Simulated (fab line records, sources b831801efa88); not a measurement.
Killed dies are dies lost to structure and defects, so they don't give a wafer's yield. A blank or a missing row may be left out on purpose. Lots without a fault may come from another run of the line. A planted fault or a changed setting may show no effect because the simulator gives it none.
A struck lot beside a sound one | flow sky130 | 44 steps out of a route of 708
Sound: wafers L667.2, L667.4, L667.6. Struck: wafer L675.5. (L675.1, L675.3 of the same lot were not struck and are left out.) The cause comes at the end.
At each step with rows: each side's tool, then ch and its chambers, then its first start. Under that, the readings that differ: sound wafers | struck wafers | difference of the means | sigmas: that difference in standard deviations of wafers without a fault.
alike: readings whose means differ by less than 2 such deviations, and words and numbers that are the same on both sides. not compared: withheld readings, readings that some wafer has no value for, bounds like >300 that may hide the same value, and numbers for which the record gives no deviation and whose values overlap.
The two part at a step that has a row with sigmas, a row that says differs or no value, or rows on one side only. Numbers that don't overlap but have no deviation are shown without sigmas and don't part them. A reading that every wafer of one side lacks parts them only if that side has two wafers or more.

first, 1 step without rows for these wafers: SKY_VIA2_SPUTTER_20 (material TiN, target thk 20 nm, time 80 s).
SKY_VIA2_CVD_21: deposits W, target thk 420 nm, time 126.4 s.
  sound on cvd_w-01 ch 0,1, day 37 17:32; struck on cvd_w-02 ch 0, day 39 23:16
  alike: heater_power_outer_w, heater_power_w
SKY_VIA2_RS_MEAS_22: measures by four-point-probe.
  sound on film_metro-01, day 37 17:41; struck on film_metro-03, day 39 23:24
  alike: VIA2_W_RS
SKY_VIA2_THK_MEAS_23: measures by xrf.
  sound on film_metro-01, day 37 17:47; struck on film_metro-03, day 39 23:31
  reading         | sound       | struck | difference | sigmas
  VIA2_W_THK (nm) | 449 440 441 | 422    | -21        | -3
SKY_VIA2_CMP_24: polishes, stops on SiO2, t overpolish 20 s, target thk 0 nm.
  sound on cmp-02 ch 2,3, day 37 17:50; struck on cmp-01 ch 2, day 39 23:35
  alike: motor_current_A, overpolish_run_s, time_to_endpoint_s
then, 5 steps without rows for these wafers: SKY_METAL3_SPUTTER_00 (material Ti, target thk 15 nm, time 10 s); SKY_METAL3_SPUTTER_01 (material TiN, target thk 20 nm, time 16.7 s); SKY_METAL3_SPUTTER_02 (material AlCu, target thk 735 nm, time 39.1 s); SKY_METAL3_SPUTTER_03 (material Ti, target thk 5 nm, time 3.3 s); SKY_METAL3_SPUTTER_04 (material TiN, target thk 70 nm, time 58.3 s).
SKY_CAPM_CVD_00: deposits SiO2, target thk 15.5 nm.
  sound on pecvd-02 ch 1,2, day 37 18:18; struck on pecvd-04 ch 1, day 40 00:02
  alike: heater_power_outer_w, heater_power_w
SKY_CAPM_THK_MEAS_01:
  sound on film_metro-02, day 37 18:20; struck on film_metro-02, day 40 00:04
  alike: CAPM_CVD_00_THK
SKY_CAPM_SPUTTER_02: material TiN, target thk 200 nm, time 166.7 s.
  sound on pvd_sputter-02, day 37 18:23; struck on pvd_sputter-02, day 40 00:08
  reading                                  | sound             | struck | difference | sigmas
  model.TiN_of_CAPM_SPUTTER_02.thk_nm (nm) | 202.2 199.7 199.2 | 209.3  | +8.9       |
  alike: throttle_valve_pct
SKY_CAPM_RS_MEAS_03: measures by four-point-probe.
  sound on film_metro-04, day 37 18:31; struck on film_metro-01, day 40 00:14
  reading              | sound          | struck | difference | sigmas
  CAPM_TIN_RS (ohm/sq) | 6.82 6.90 6.94 | 6.59   | -0.30      | -4
SKY_CAPM_THK_MEAS_04: measures by xrf.
  sound on film_metro-04, day 37 18:37; struck on film_metro-01, day 40 00:22
  reading           | sound             | struck | difference | sigmas
  CAPM_TIN_THK (nm) | 203.9 202.4 200.8 | 208.4  | +6.0       | +3
then, 7 steps without rows for these wafers: SKY_CAPM_DEHYDRATE_05 (time 60 s); SKY_CAPM_HMDS_06 (prime time 60 s); SKY_CAPM_COAT_07 (resist thk 1140 nm); SKY_CAPM_SOFTBAKE_08 (time 60 s); SKY_CAPM_EXPOSE_09 (exposes mask CAPM, target cd 1000 nm); SKY_CAPM_PEB_10; SKY_CAPM_DEVELOP_11 (develop time 60 s).
SKY_CAPM_OVL_MEAS_12:
  sound on overlay-01, day 38 20:13; struck on overlay-02, day 41 01:30
  alike: CAPM_OVL
SKY_CAPM_METAL_ETCH_13: etches TiN in Cl2/BCl3, stops on SiO2, target depth 220 nm, time 62.9 s.
  sound on rie_metal-01 ch 1, day 38 20:14; struck on rie_metal-02 ch 1, day 41 01:32
  reading                          | sound                | struck | difference | sigmas
  mfc_cl2_sccm (sccm)              | 60.01 59.86 60.15    | 59.38  | -0.63      | -3
  oes_product_au (a.u.)            | 0.937 0.934 0.932    | 0.972  | +0.038     | +4
  throttle_valve_pct (%)           | 21.898 21.910 21.919 | 21.870 | -0.039     | -4
  model.CAPM.feature_depth_nm (nm) | 202.2 199.7 199.2    | 209.3  | +8.9       |
  model.etch.depth_nm (nm)         | 202.2 199.7 199.2    | 209.3  | +8.9       |
  alike: drypump_motor_current_A, he_backside_leak_sccm
  not compared: rf_hours_counter_h
then, 12 steps without rows for these wafers: SKY_CAPM_STRIP_14 (strips in O2/N2); SKY_CAPM_STRIP_15 (strips in post etch residue remover, time 1200 s); SKY_CAPM_CLEAN_16 (cleans in IPA, time 180 s); SKY_CAPM_CLEAN_17 (cleans in O3/DIW); SKY_METAL3_DEHYDRATE_05 (time 60 s); SKY_METAL3_HMDS_06 (prime time 60 s); SKY_METAL3_COAT_07 (resist thk 60 nm); SKY_METAL3_COAT_08 (resist thk 1140 nm); SKY_METAL3_SOFTBAKE_09 (time 90 s); SKY_METAL3_EXPOSE_10 (exposes mask MM3, target cd 300 nm); SKY_METAL3_PEB_11; SKY_METAL3_DEVELOP_12 (develop time 60 s).
SKY_METAL3_CD_MEAS_13: target cd 300 nm.
  sound on cd_sem-02, day 39 21:58; struck on cd_sem-01, day 42 03:00
  reading    | sound             | struck | difference | sigmas
  cd_nm (nm) | 299.3 301.8 300.3 | 302.9  | +2.4       | +2
SKY_METAL3_OVL_MEAS_14:
  sound on overlay-02, day 39 22:05; struck on overlay-02, day 42 03:07
  alike: METAL3_OVL
SKY_METAL3_DESCUM_15: chemistry O2, time 8 s.
  sound on rie_metal-04 ch 0,1, day 39 22:07; struck on rie_metal-01 ch 0, day 42 03:09
  alike: drypump_motor_current_A, he_backside_leak_sccm, oes_product_au
  not compared: rf_hours_counter_h
then, 2 steps without rows for these wafers: SKY_METAL3_ETCH_16 (etches BARC in N2/H2, stops on SiO2, time 88.2 s, target depth 60 nm); SKY_METAL3_ETCH_17 (etches SiO2 in C4F8/O2/Ar, stops on TiN, time 3.9 s, target depth 15 nm).
SKY_METAL3_METAL_ETCH_18: etches the open film in Cl2/BCl3, stops on SiO2, target depth 845 nm, time 183.1 s.
  sound on rie_metal-02 ch 0,1, day 39 22:16; struck on rie_metal-02 ch 0, day 42 03:18
  alike: drypump_motor_current_A, he_backside_leak_sccm, mfc_cl2_sccm, oes_product_au, throttle_valve_pct
  not compared: rf_hours_counter_h
SKY_METAL3_STRIP_20: strips in post etch residue remover, time 1200 s.
  sound on wet_bench-03 ch 1, day 39 22:32; struck on wet_bench-04 ch 1, day 42 03:35
  reading                                  | sound             | struck | difference | sigmas
  model.TiN_of_CAPM_SPUTTER_02.thk_nm (nm) | 201.3 198.8 198.4 | 208.4  | +8.9       |
-- the record jumps here: 7 days lie between the struck wafers' starts before and after (it left off in module METAL3 and takes up again in module PAD_OPEN, whose first step shown is number 708 of the route) --
SKY_PAD_OPEN_PROBE_99:
  sound on prober-02, day 47 02:50; struck on prober-01, day 48 22:51
  reading                          | sound             | struck | difference | sigmas
  model.etest.cap_mim.plate_ohm_sq | 5.963 5.979 5.991 | 5.743  | -0.235     |
  alike: defect_limited_yield, killed_at_M0_to_M3, killed_at_M4_up, killed_at_contacts, killed_at_front_end, killed_dies, killed_open, killed_short, sort_bin_3_pad_short, sort_bin_5_function, sort_bin_6_memory, sort_n_pass, sort_yield_pct

WHERE THEY PART
First at SKY_VIA2_THK_MEAS_23; last, within this record, at SKY_METAL3_CD_MEAS_13. Later steps at which nothing parts them and some readings are alike: SKY_METAL3_OVL_MEAS_14, SKY_METAL3_DESCUM_15, SKY_METAL3_METAL_ETCH_18, SKY_PAD_OPEN_PROBE_99.

WHY: what the simulator had put in
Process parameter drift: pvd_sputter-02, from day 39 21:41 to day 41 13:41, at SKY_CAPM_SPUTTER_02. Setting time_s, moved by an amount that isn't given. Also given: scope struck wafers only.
